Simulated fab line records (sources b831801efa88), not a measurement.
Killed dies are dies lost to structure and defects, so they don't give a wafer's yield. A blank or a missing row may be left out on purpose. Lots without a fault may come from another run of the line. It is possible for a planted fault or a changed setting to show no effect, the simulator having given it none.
fab line records	flow sky130
record: lots: 11	wafers: 33	last-day: 50
route steps=708 shown METAL2@485 VIA2@520 CAPM@537 METAL3@567 PAD_OPEN@708
lots that met no fault: taken from a fault-free run of the same line
start-h: the number of hours between the record's first day and the start of the first shown wafer of the lot	wait-h: hours from the lot's prior step to this one	" as in the row above	L1.1+2: a single row standing in for several wafers	- value missing, or start not given	* or withheld: withheld	< > ~ a bound
route shown NAME@n: NAME is a module with steps in the file, n the number in the route of the first one	usual: mean and standard deviation over wafers with no fault	same: alike in all rows	chamber/n: place in a boat	sites: the reading at each site	_std_site: the values' standard deviation	_edge_site: inner sites' mean taken away from outer sites' mean	radius-mm: how far each site lies from the wafer's centre	mask NAME#n: copy n	behind: the most recent tool/chamber to have shaped the wafer	hold: why the lot went on hold/how many hours it stayed there/how the hold came to an end	device: the transistor (n, p or np) that didn't switch	end of line: the route-end tests of the same wafers	step lacking rows: just its recipe	killed: not the wafer's yield, but the dies lost to structure and defects at the first sort	map: the dies of a wafer, with x for killed, . for not killed, _ for no die there
set.NAME: the setting that was run; set.NAME@STEP: the one run at that earlier step	model.NAME: the simulator's own value behind a step, which no gauge read
steps of the route over a sample of lots; a table a step, a row a wafer
services: from which hour (start-h, from the record's first day; less than 0 if before it) a tool's chamber was out of use, for how many hours, and why
== steps ==
step: SKY_METAL2_SPUTTER_02
recipe: material: AlCu	target-thk-nm: 250	power-w: 10600	time-s: 13.3	chamber-pressure-pa: 0.4
usual: throttle-valve-pct: 30.2/0.66
lot.wafer	tool	chamber	start-h	wait-h	throttle-valve-pct
L292.3	pvd-sputter-04	-	786.00	0.0	31.0
L292.5	"	-	"	"	30.9
L292.6	"	-	"	"	30.9
L293.3	pvd-sputter-04	-	793.45	0.0	30.8
L293.5	"	-	"	"	30.9
L293.6	"	-	"	"	30.9
L296.1	pvd-sputter-03	-	815.33	0.0	30.3
L296.4	"	-	"	"	29.8
L296.5	"	-	"	"	29.8
L297.2	pvd-sputter-02	-	829.25	0.0	29.5
L297.5	"	-	"	"	30.9
L297.6	"	-	"	"	29.1
L300.3	pvd-sputter-03	-	846.09	0.0	30.2
L300.4	"	-	"	"	30.3
L300.6	"	-	"	"	29.9
L306.1	pvd-sputter-04	-	893.02	0.0	29.3
L306.3	"	-	"	"	30.6
L306.4	"	-	"	"	31.0
L307.1	pvd-sputter-02	-	901.90	0.0	31.2
L307.4	"	-	"	"	30.7
L307.5	"	-	"	"	29.5
L310.4	pvd-sputter-03	-	929.51	0.0	29.8
L310.5	"	-	"	"	29.5
L310.6	"	-	"	"	29.8
L312.3	pvd-sputter-04	-	970.42	0.0	30.9
L312.4	"	-	"	"	30.9
L312.6	"	-	"	"	31.0
L313.1	pvd-sputter-02	-	972.28	0.0	29.1
L313.3	"	-	"	"	31.3
L313.6	"	-	"	"	31.1
L311.2	pvd-sputter-02	-	973.70	0.0	30.9
L311.5	"	-	"	"	29.6
L311.6	"	-	"	"	29.3
step: SKY_METAL2_SPUTTER_03
recipe: material: Ti	target-thk-nm: 5	power-w: 3000	time-s: 3.3	chamber-pressure-pa: 0.4
usual: throttle-valve-pct: 30.2/0.7
lot.wafer	tool	chamber	start-h	wait-h	throttle-valve-pct
L292.3	pvd-sputter-04	-	786.03	0.0	30.8
L292.5	"	-	"	"	30.8
L292.6	"	-	"	"	30.5
L293.3	pvd-sputter-04	-	793.47	0.0	31.2
L293.5	"	-	"	"	30.7
L293.6	"	-	"	"	31.0
L296.1	pvd-sputter-03	-	815.35	0.0	30.0
L296.4	"	-	"	"	29.6
L296.5	"	-	"	"	29.8
L297.2	pvd-sputter-02	-	829.27	0.0	29.6
L297.5	"	-	"	"	30.8
L297.6	"	-	"	"	29.0
L300.3	pvd-sputter-03	-	846.11	0.0	29.8
L300.4	"	-	"	"	30.7
L300.6	"	-	"	"	30.0
L306.1	pvd-sputter-04	-	893.04	0.0	29.2
L306.3	"	-	"	"	30.8
L306.4	"	-	"	"	30.9
L307.1	pvd-sputter-02	-	901.92	0.0	31.1
L307.4	"	-	"	"	30.7
L307.5	"	-	"	"	29.6
L310.4	pvd-sputter-03	-	929.53	0.0	29.8
L310.5	"	-	"	"	29.6
L310.6	"	-	"	"	29.8
L312.3	pvd-sputter-04	-	970.44	0.0	30.8
L312.4	"	-	"	"	30.9
L312.6	"	-	"	"	30.8
L313.1	pvd-sputter-02	-	972.30	0.0	28.9
L313.3	"	-	"	"	31.2
L313.6	"	-	"	"	31.2
L311.2	pvd-sputter-02	-	973.73	0.0	30.8
L311.5	"	-	"	"	29.2
L311.6	"	-	"	"	28.8
step: SKY_VIA2_OVL_MEAS_13
usual: VIA2_OVL: -1/5.9
lot.wafer	tool	chamber	start-h	wait-h	VIA2_OVL[nm]
L292.3	overlay-02	-	840.60	0.1	-4
L292.5	"	-	"	"	-1
L292.6	"	-	"	"	-2
L293.3	overlay-02	-	847.36	0.1	-3
L293.5	"	-	"	"	3
L293.6	"	-	"	"	8
L296.1	overlay-02	-	869.82	0.1	-5
L296.4	"	-	"	"	-8
L296.5	"	-	"	"	-4
L297.2	overlay-02	-	882.96	0.1	5
L297.5	"	-	"	"	-5
L297.6	"	-	"	"	-2
L300.3	overlay-02	-	899.49	0.1	7
L300.4	"	-	"	"	9
L300.6	"	-	"	"	-2
L306.1	overlay-01	-	944.69	0.1	0
L306.3	"	-	"	"	-9
L306.4	"	-	"	"	-11
L307.1	overlay-01	-	953.92	0.1	-2
L307.4	"	-	"	"	-3
L307.5	"	-	"	"	-5
L310.4	overlay-01	-	980.62	0.1	3
L310.5	"	-	"	"	3
L310.6	"	-	"	"	2
L312.3	overlay-02	-	1018.09	0.1	4
L312.4	"	-	"	"	-3
L312.6	"	-	"	"	-4
L313.1	overlay-02	-	1020.00	0.1	0
L313.3	"	-	"	"	-6
L313.6	"	-	"	"	4
L311.2	overlay-02	-	1021.95	0.1	10
L311.5	"	-	"	"	0
L311.6	"	-	"	"	-7
step: SKY_CAPM_CVD_00
recipe: material: SiO2	target-thk-nm: 15.5	temp-c: 400	time-s: withheld	rf-w: 450
usual: heater-power-w: 663/73
lot.wafer	tool	chamber	start-h	wait-h	heater-power-w
L292.3	pecvd-01	0	842.28	0.0	648
L292.5	"	0	"	"	647
L292.6	"	1	"	"	648
L293.3	pecvd-03	2	849.04	0.0	631
L293.5	"	0	"	"	634
L293.6	"	1	"	"	593
L296.1	pecvd-02	0	871.38	0.0	615
L296.4	"	0	"	"	622
L296.5	"	2	"	"	703
L297.2	pecvd-02	0	884.52	0.0	630
L297.5	"	0	"	"	646
L297.6	"	2	"	"	770
L300.3	pecvd-02	0	901.04	0.0	659
L300.4	"	2	"	"	776
L300.6	"	0	"	"	674
L306.1	pecvd-01	1	946.25	0.0	602
L306.3	"	0	"	"	675
L306.4	"	1	"	"	606
L307.1	pecvd-03	2	955.48	0.0	678
L307.4	"	1	"	"	574
L307.5	"	2	"	"	665
L310.4	pecvd-01	1	982.23	0.0	653
L310.5	"	0	"	"	638
L310.6	"	2	"	"	630
L312.3	pecvd-03	0	1019.65	0.0	667
L312.4	"	2	"	"	596
L312.6	"	1	"	"	543
L313.1	pecvd-01	1	1021.61	0.0	665
L313.3	"	0	"	"	674
L313.6	"	1	"	"	660
L311.2	pecvd-03	0	1023.54	0.0	580
L311.5	"	0	"	"	562
L311.6	"	1	"	"	608
step: SKY_CAPM_THK_MEAS_01
recipe: reads: SiO2_of_CAPM_CVD_00
usual: CAPM_CVD_00_THK: 15.59/0.28
lot.wafer	tool	chamber	start-h	wait-h	hold	CAPM_CVD_00_THK[nm]
L292.3	film-metro-01	-	842.32	-	-	15.41
L292.5	"	-	"	"	-	15.83
L292.6	"	-	"	"	-	15.53
L293.3	film-metro-01	-	849.08	-	-	16.06
L293.5	"	-	"	"	-	15.54
L293.6	"	-	"	"	-	16.09
L296.1	film-metro-02	-	871.40	-	-	15.53
L296.4	"	-	"	"	-	15.95
L296.5	"	-	"	"	-	15.92
L297.2	film-metro-03	-	884.55	-	await-dispo/0.2h/release	12.53
L297.5	"	-	"	"	await-dispo/0.2h/release	12.75
L297.6	"	-	"	"	await-dispo/0.2h/release	15.78
L297.2	film-metro-03	-	884.78	0.2	-	12.50
L297.5	"	-	"	"	-	12.65
L297.6	"	-	"	"	-	15.79
L300.3	film-metro-03	-	901.08	-	await-dispo/0.2h/release	12.45
L300.4	"	-	"	"	await-dispo/0.2h/release	15.77
L300.6	"	-	"	"	await-dispo/0.2h/release	12.40
L300.3	film-metro-03	-	901.31	0.2	-	12.40
L300.4	"	-	"	"	-	15.78
L300.6	"	-	"	"	-	12.35
L306.1	film-metro-02	-	946.27	-	-	15.26
L306.3	"	-	"	"	-	15.56
L306.4	"	-	"	"	-	15.45
L307.1	film-metro-01	-	955.50	-	-	15.81
L307.4	"	-	"	"	-	15.78
L307.5	"	-	"	"	-	16.02
L310.4	film-metro-02	-	982.27	-	-	15.44
L310.5	"	-	"	"	-	15.53
L310.6	"	-	"	"	-	15.19
L312.3	film-metro-01	-	1019.72	-	-	15.14
L312.4	"	-	"	"	-	15.81
L312.6	"	-	"	"	-	15.56
L313.1	film-metro-03	-	1021.63	-	-	15.08
L313.3	"	-	"	"	-	15.70
L313.6	"	-	"	"	-	15.29
L311.2	film-metro-01	-	1023.57	-	-	15.18
L311.5	"	-	"	"	-	15.35
L311.6	"	-	"	"	-	15.82
step: SKY_METAL3_ETCH_17
recipe: target: SiO2	stop-on: TiN	chemistry: C4F8/O2/Ar	source-w: 1500	bias-w: 1200	pressure-mtorr: 40	c4f8-flow-sccm: withheld	O2_flow_sccm: 6	Ar_flow_sccm: 300	time-s: 3.9	target-depth-a: 150
usual: oes-product-au: 0.756/0.0087
lot.wafer	tool	chamber	start-h	wait-h	oes-product-au	rf-hours-counter-h
L292.3	rie-diel-03	2	894.77	0.0	0.754	18
L292.5	"	3	"	"	0.756	-
L292.6	"	2	"	"	0.759	-
L293.3	rie-diel-02	2	901.22	0.0	0.775	16
L293.5	"	1	"	"	0.758	-
L293.6	"	0	"	"	0.769	-
L296.1	rie-diel-01	2	922.07	0.1	0.756	18
L296.4	"	1	"	"	0.765	15
L296.5	"	1	"	"	0.763	-
L297.2	rie-diel-02	0	935.92	0.1	0.683	1
L297.5	"	2	"	"	0.688	-
L297.6	"	3	"	"	0.759	-
L300.3	rie-diel-02	1	952.47	0.0	0.679	24
L300.4	"	3	"	"	0.774	21
L300.6	"	3	"	"	0.679	-
L306.1	rie-diel-03	3	995.96	0.1	0.746	13
L306.3	"	0	"	"	0.750	13
L306.4	"	1	"	"	0.750	17
L307.1	rie-diel-03	1	1003.71	0.1	0.760	18
L307.4	"	3	"	"	0.754	13
L307.5	"	1	"	"	0.771	-
L310.4	rie-diel-01	3	1028.61	0.0	0.754	6
L310.5	"	1	"	"	0.760	-
L310.6	"	2	"	"	0.741	-
L312.3	rie-diel-02	3	1063.96	0.0	0.731	25
L312.4	"	0	"	"	0.762	5
L312.6	"	1	"	"	0.762	-
L313.1	rie-diel-03	3	1066.27	0.1	0.740	16
L313.3	"	1	"	"	0.760	20
L313.6	"	0	"	"	0.748	-
L311.2	rie-diel-01	0	1068.32	0.1	0.744	15
L311.5	"	1	"	"	0.761	-
L311.6	"	2	"	"	0.758	-
step: SKY_PAD_OPEN_PROBE_99
usual: defect-limited-yield: 82.3/2	killed_at_M0_to_M3: 43/6.8	killed_at_M4_up: 3.2/1.9	killed-at-contacts: 24/5	killed-at-front-end: 16/4.9	killed-at-other: 0.4/0.76	killed-dies: 87/10	killed-open: 47/7.3	killed-short: 39/6.2
same: gross-dies: 492	killed-at-back-side: 0
lot.wafer	tool	chamber	start-h	wait-h	defect-limited-yield[%]	killed_at_M0_to_M3	killed_at_M4_up	killed-at-contacts	killed-at-front-end	killed-at-other	killed-dies	killed-open	killed-short
L292.3	prober-02	-	1068.08	0.2	82.3	38	2	29	17	1	87	49	38
L292.5	prober-02	-	1068.18	0.2	78.7	46	3	29	27	0	105	64	41
L292.6	prober-02	-	1068.23	0.2	82.7	34	2	33	15	1	85	52	33
L293.3	prober-01	-	1074.42	0.2	84.3	46	2	18	11	0	77	46	31
L293.5	prober-01	-	1074.52	0.2	79.3	50	7	25	19	1	102	49	53
L293.6	prober-01	-	1074.57	0.2	82.9	38	2	28	16	0	84	52	32
L296.1	prober-02	-	1090.87	0.1	81.5	42	6	26	17	0	91	48	43
L296.4	prober-02	-	1091.02	0.2	83.1	42	3	24	12	2	83	42	41
L296.5	prober-02	-	1091.07	0.2	80.9	48	3	23	20	0	94	53	41
L297.2	prober-01	-	1102.55	0.1	79.3	42	4	33	23	0	102	41	61
L297.5	prober-01	-	1102.70	0.2	80.3	45	3	27	21	1	97	52	44
L297.6	prober-01	-	1102.75	0.2	81.7	42	8	26	14	0	90	49	40
L300.3	prober-02	-	1115.70	0.2	81.3	41	3	27	20	1	92	43	48
L300.4	prober-02	-	1115.75	0.2	81.3	42	2	28	19	1	92	56	36
L300.6	prober-02	-	1115.85	0.2	81.1	47	4	25	17	0	93	48	45
L306.1	prober-02	-	1151.41	0.1	81.9	40	2	32	15	0	89	50	39
L306.3	prober-02	-	1151.51	0.2	81.9	51	6	20	10	2	89	43	46
L306.4	prober-02	-	1151.56	0.2	82.1	49	3	21	15	0	88	45	43
L307.1	prober-01	-	1157.92	0.1	85.6	42	1	19	9	0	71	36	35
L307.4	prober-01	-	1158.07	0.2	85.4	39	3	17	12	1	72	42	30
L307.5	prober-01	-	1158.12	0.2	86.6	29	3	23	8	3	66	33	33
L310.4	prober-02	-	1176.35	0.2	76.6	60	1	23	31	0	115	63	52
L310.5	prober-02	-	1176.40	0.2	83.9	42	5	17	13	2	79	48	29
L310.6	prober-02	-	1176.45	0.2	78.5	52	2	26	25	1	106	61	44
L312.3	prober-01	-	1201.06	0.2	82.9	42	4	24	14	0	84	57	27
L312.4	prober-01	-	1201.11	0.2	84.8	34	1	19	21	0	75	35	40
L312.6	prober-01	-	1201.21	0.2	88.0	22	3	25	9	0	59	36	23
L313.1	prober-01	-	1203.69	0.1	84.1	44	2	23	9	0	78	43	35
L313.3	prober-01	-	1203.79	0.2	84.3	38	2	25	12	0	77	32	45
L313.6	prober-01	-	1203.94	0.2	85.6	37	4	18	12	0	71	37	34
L311.2	prober-02	-	1204.61	0.1	84.1	40	0	22	16	0	78	47	31
L311.5	prober-02	-	1204.76	0.2	81.9	48	5	18	16	2	89	52	37
L311.6	prober-02	-	1204.81	0.2	81.9	51	2	24	12	0	89	53	36
killed by level:class
L292.3 VIA1:geometric-particle:open=12 CONTACT:geometric-particle:open=9 FIELD_ISO:geometric-particle:open=7 CONTACT:geometric-particle:short=6 LI_CONTACT:geometric-particle:open=5 FIELD_ISO:geometric-particle:short=4 VIA1:geometric-particle:short=4 LI_CONTACT:geometric-particle:short=4
L292.5 VIA1:geometric-particle:open=18 FIELD_ISO:geometric-particle:open=10 LI_CONTACT:geometric-particle:open=9 VIA2:geometric-particle:open=8 CONTACT:geometric-particle:open=7 FIELD_ISO:geometric-particle:short=6 CONTACT:geometric-particle:short=6 LOCAL_INTERCONNECT:geometric-particle:short=4
L292.6 CONTACT:geometric-particle:open=16 LI_CONTACT:geometric-particle:open=7 VIA1:geometric-particle:open=7 VIA1:geometric-particle:short=5 VIA2:geometric-particle:open=5 FIELD_ISO:geometric-particle:short=4 POLY_GATE:geometric-particle:open=4 LI_CONTACT:geometric-particle:short=4
L293.3 VIA1:geometric-particle:open=9 VIA2:geometric-particle:open=9 POLY_GATE:geometric-particle:open=6 METAL2:geometric-particle:short=6 LI_CONTACT:geometric-particle:open=5 CONTACT:geometric-particle:open=5 VIA3:geometric-particle:open=5 LOCAL_INTERCONNECT:geometric-particle:short=4
L293.5 CONTACT:geometric-particle:open=9 VIA1:geometric-particle:open=9 METAL2:geometric-particle:short=8 POLY_GATE:geometric-particle:open=7 VIA1:geometric-particle:short=7 LI_CONTACT:geometric-particle:open=6 CONTACT:geometric-particle:short=6 METAL1:geometric-particle:short=6
L293.6 CONTACT:geometric-particle:open=18 VIA1:geometric-particle:open=11 FIELD_ISO:geometric-particle:open=7 METAL1:geometric-particle:short=5 CONTACT:geometric-particle:short=4 METAL2:geometric-particle:short=4 VIA2:geometric-particle:open=4 POLY_GATE:geometric-particle:open=3
L296.1 VIA1:geometric-particle:open=12 CONTACT:geometric-particle:open=10 METAL2:geometric-particle:short=6 VIA3:geometric-particle:short=6 LOCAL_INTERCONNECT:geometric-particle:short=5 LI_CONTACT:geometric-particle:open=5 METAL1:geometric-particle:short=5 POLY_GATE:geometric-particle:short=4
L296.4 VIA1:geometric-particle:open=13 CONTACT:geometric-particle:open=10 VIA2:geometric-particle:open=7 LI_CONTACT:geometric-particle:open=7 METAL1:geometric-particle:short=7 METAL2:geometric-particle:short=6 LOCAL_INTERCONNECT:geometric-particle:short=4 VIA1:geometric-particle:short=4
L296.5 VIA1:geometric-particle:open=13 CONTACT:geometric-particle:open=9 VIA3:geometric-particle:open=8 FIELD_ISO:geometric-particle:open=7 CONTACT:geometric-particle:short=6 VIA1:geometric-particle:short=6 POLY_GATE:geometric-particle:open=5 METAL2:geometric-particle:short=5
L297.2 VIA1:geometric-particle:open=9 METAL2:geometric-particle:short=9 FIELD_ISO:geometric-particle:short=8 CONTACT:geometric-particle:open=8 CONTACT:geometric-particle:short=7 LI_CONTACT:geometric-particle:short=7 LI_CONTACT:geometric-particle:open=7 METAL1:geometric-particle:short=6
L297.5 CONTACT:geometric-particle:open=12 VIA1:geometric-particle:open=11 FIELD_ISO:geometric-particle:short=8 VIA2:geometric-particle:open=8 METAL1:geometric-particle:short=7 FIELD_ISO:geometric-particle:open=6 METAL2:geometric-particle:short=5 CONTACT:geometric-particle:short=4
L297.6 VIA1:geometric-particle:open=15 CONTACT:geometric-particle:open=8 CONTACT:geometric-particle:short=7 METAL4:geometric-particle:short=7 METAL2:geometric-particle:short=6 VIA2:geometric-particle:open=6 LI_CONTACT:geometric-particle:open=5 VIA1:geometric-particle:short=3
L300.3 METAL3:geometric-particle:short=8 VIA2:geometric-particle:open=7 LI_CONTACT:geometric-particle:open=7 CONTACT:geometric-particle:open=7 VIA1:geometric-particle:open=7 POLY_GATE:geometric-particle:open=5 POLY_GATE:geometric-particle:short=5 LOCAL_INTERCONNECT:geometric-particle:short=5
L300.4 CONTACT:geometric-particle:open=12 VIA1:geometric-particle:open=9 POLY_GATE:geometric-particle:open=8 VIA3:geometric-particle:open=7 LI_CONTACT:geometric-particle:open=6 METAL1:geometric-particle:short=6 VIA2:geometric-particle:open=6 METAL3:geometric-particle:short=5
L300.6 CONTACT:geometric-particle:open=11 VIA1:geometric-particle:open=10 VIA2:geometric-particle:open=9 VIA3:geometric-particle:open=8 FIELD_ISO:geometric-particle:short=5 CONTACT:geometric-particle:short=5 POLY_GATE:geometric-particle:short=4 VIA3:geometric-particle:short=4
L306.1 VIA1:geometric-particle:open=10 CONTACT:geometric-particle:open=8 LI_CONTACT:geometric-particle:open=7 VIA3:geometric-particle:open=7 LI_CONTACT:geometric-particle:short=6 FIELD_ISO:geometric-particle:short=5 POLY_GATE:geometric-particle:open=5 LOCAL_INTERCONNECT:geometric-particle:short=5
L306.3 VIA1:geometric-particle:open=11 METAL1:geometric-particle:short=8 VIA1:geometric-particle:short=7 LI_CONTACT:geometric-particle:open=6 CONTACT:geometric-particle:open=6 METAL2:geometric-particle:short=6 LOCAL_INTERCONNECT:geometric-particle:short=4 METAL1:geometric-particle:open=4
L306.4 VIA1:geometric-particle:open=9 METAL2:geometric-particle:short=7 CONTACT:geometric-particle:open=7 VIA2:geometric-particle:open=7 VIA1:geometric-particle:short=6 VIA3:geometric-particle:open=5 LI_CONTACT:geometric-particle:open=5 CONTACT:geometric-particle:short=5
L307.1 VIA1:geometric-particle:open=12 LI_CONTACT:geometric-particle:open=6 LI_CONTACT:geometric-particle:short=5 METAL1:geometric-particle:short=5 VIA1:geometric-particle:short=5 VIA2:geometric-particle:short=5 METAL2:geometric-particle:short=4 VIA2:geometric-particle:open=4
L307.4 VIA1:geometric-particle:open=11 LI_CONTACT:geometric-particle:open=6 METAL1:geometric-particle:short=6 POLY_GATE:geometric-particle:open=5 VIA3:geometric-particle:open=5 LOCAL_INTERCONNECT:geometric-particle:short=4 CONTACT:geometric-particle:open=4 VIA2:geometric-particle:open=4
L307.5 LI_CONTACT:geometric-particle:open=9 CONTACT:geometric-particle:open=6 VIA1:geometric-particle:short=6 VIA1:geometric-particle:open=6 METAL2:geometric-particle:short=4 SPACER:geometric-particle:short=3 LI_CONTACT:geometric-particle:short=3 LOCAL_INTERCONNECT:geometric-particle:short=3
L310.4 VIA1:geometric-particle:open=12 CONTACT:geometric-particle:open=12 FIELD_ISO:geometric-particle:short=9 POLY_GATE:geometric-particle:open=9 VIA3:geometric-particle:open=8 VIA1:geometric-particle:short=8 VIA2:geometric-particle:open=7 VIA2:geometric-particle:short=6
L310.5 VIA1:geometric-particle:open=14 CONTACT:geometric-particle:open=10 LI_CONTACT:geometric-particle:open=6 VIA3:geometric-particle:open=5 METAL4:geometric-particle:short=5 POLY_GATE:geometric-particle:open=4 VIA1:geometric-particle:short=4 POLY_GATE:geometric-particle:short=3
L310.6 CONTACT:geometric-particle:open=14 VIA1:geometric-particle:open=11 VIA3:geometric-particle:open=10 FIELD_ISO:geometric-particle:short=8 LI_CONTACT:geometric-particle:open=6 METAL2:geometric-particle:short=6 VIA2:geometric-particle:open=6 VIA3:geometric-particle:short=5
L312.3 VIA1:geometric-particle:open=10 CONTACT:geometric-particle:open=10 FIELD_ISO:geometric-particle:open=8 VIA2:geometric-particle:open=8 LI_CONTACT:geometric-particle:open=6 VIA3:geometric-particle:open=5 METAL1:geometric-particle:open=4 VIA3:geometric-particle:short=4
L312.4 FIELD_ISO:geometric-particle:short=7 CONTACT:geometric-particle:open=7 FIELD_ISO:geometric-particle:open=6 VIA1:geometric-particle:open=6 METAL2:geometric-particle:short=6 VIA3:geometric-particle:open=5 POLY_GATE:geometric-particle:short=4 LOCAL_INTERCONNECT:geometric-particle:short=4
L312.6 CONTACT:geometric-particle:open=13 VIA1:geometric-particle:open=6 LI_CONTACT:geometric-particle:open=5 LOCAL_INTERCONNECT:geometric-particle:short=4 FIELD_ISO:geometric-particle:short=3 CONTACT:geometric-particle:short=3 VIA3:geometric-particle:open=3 VIA2:geometric-particle:open=3
L313.1 VIA1:geometric-particle:open=9 VIA3:geometric-particle:open=8 LI_CONTACT:geometric-particle:open=7 LOCAL_INTERCONNECT:geometric-particle:short=6 CONTACT:geometric-particle:open=5 METAL1:geometric-particle:short=5 METAL3:geometric-particle:short=5 FIELD_ISO:geometric-particle:open=4
L313.3 METAL1:geometric-particle:short=10 CONTACT:geometric-particle:open=9 LI_CONTACT:geometric-particle:open=7 FIELD_ISO:geometric-particle:short=6 VIA1:geometric-particle:short=6 VIA1:geometric-particle:open=5 METAL2:geometric-particle:short=5 POLY_GATE:geometric-particle:short=4
L313.6 VIA1:geometric-particle:open=8 CONTACT:geometric-particle:open=6 FIELD_ISO:geometric-particle:open=5 LOCAL_INTERCONNECT:geometric-particle:short=5 VIA1:geometric-particle:short=5 METAL2:geometric-particle:short=5 POLY_GATE:geometric-particle:open=4 CONTACT:geometric-particle:short=4
L311.2 VIA1:geometric-particle:open=11 LI_CONTACT:geometric-particle:open=8 METAL1:geometric-particle:short=7 POLY_GATE:geometric-particle:open=6 VIA3:geometric-particle:open=6 CONTACT:geometric-particle:open=5 VIA2:geometric-particle:open=5 LOCAL_INTERCONNECT:geometric-particle:short=4
L311.5 VIA1:geometric-particle:open=13 CONTACT:geometric-particle:open=10 VIA3:geometric-particle:open=8 METAL2:geometric-particle:short=7 POLY_GATE:geometric-particle:short=6 METAL1:geometric-particle:open=5 VIA1:geometric-particle:short=5 VIA2:geometric-particle:open=4
L311.6 VIA1:geometric-particle:open=10 VIA2:geometric-particle:open=9 METAL1:geometric-particle:short=9 LI_CONTACT:geometric-particle:open=8 VIA3:geometric-particle:open=8 CONTACT:geometric-particle:open=7 METAL2:geometric-particle:short=6 CONTACT:geometric-particle:short=5
== services ==
tool	chamber	start-h	hours	kind
rie-diel-02	3	768.92	11.6	repair
rie-diel-01	-	777.95	1.2	repair
rie-diel-02	1	800.10	1.3	repair
rie-diel-01	0	801.21	7.3	repair
pvd-sputter-03	-	816.46	1.0	repair
pecvd-01	-	818.60	12.9	repair
rie-diel-02	3	823.65	17.4	repair
rie-diel-03	0	828.18	4.8	repair
pvd-sputter-04	-	848.46	4.0	repair
pvd-sputter-04	-	848.78	3.6	repair
pecvd-01	-	903.72	1.1	repair
pvd-sputter-03	-	904.31	11.2	repair
rie-diel-03	-	911.26	15.6	pm
pecvd-03	0	916.35	21.4	repair
rie-diel-02	-	947.96	2.8	pm
pecvd-01	2	951.48	10.9	repair
pecvd-02	-	959.92	0.8	repair
pecvd-01	-	978.98	2.8	pm
pvd-sputter-04	-	988.84	52.3	repair
rie-diel-02	0	1005.96	1.2	repair
pecvd-03	-	1027.98	0.6	repair
pecvd-01	-	1044.72	16.2	repair
rie-diel-03	2	1053.31	11.8	repair
pecvd-01	-	1062.89	14.6	pm
== key ==
first-sign: step: SKY_CAPM_THK_MEAS_01	reading: visit	direction: added
effect: step: SKY_CAPM_THK_MEAS_01	reading: CAPM_CVD_00_THK	direction: down	sigmas: 11	usual: 15.59	struck: 12.53
effect: step: SKY_METAL3_ETCH_17	reading: oes-product-au	direction: down	sigmas: 8.5	usual: 0.756	struck: 0.682
met-at SKY_CAPM_CVD_00
struck-lots L297,L300
struck-wafers L297.2,L297.5,L300.3,L300.6
not-acting-at SKY_METAL2_SPUTTER_02,SKY_METAL2_SPUTTER_03,SKY_VIA2_OVL_MEAS_13
onset-between 871.38 884.52
fault: kind: site-profile-drift	tool: pecvd-02	chamber: 0	onset-h: 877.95	steps: SKY_CAPM_CVD_00	basis: fraction	max-abs-drift: 0.4178	slope-share-per-hr: 92.844	site-pattern: 0,0,0,0,0,-1,-1,-1,-1
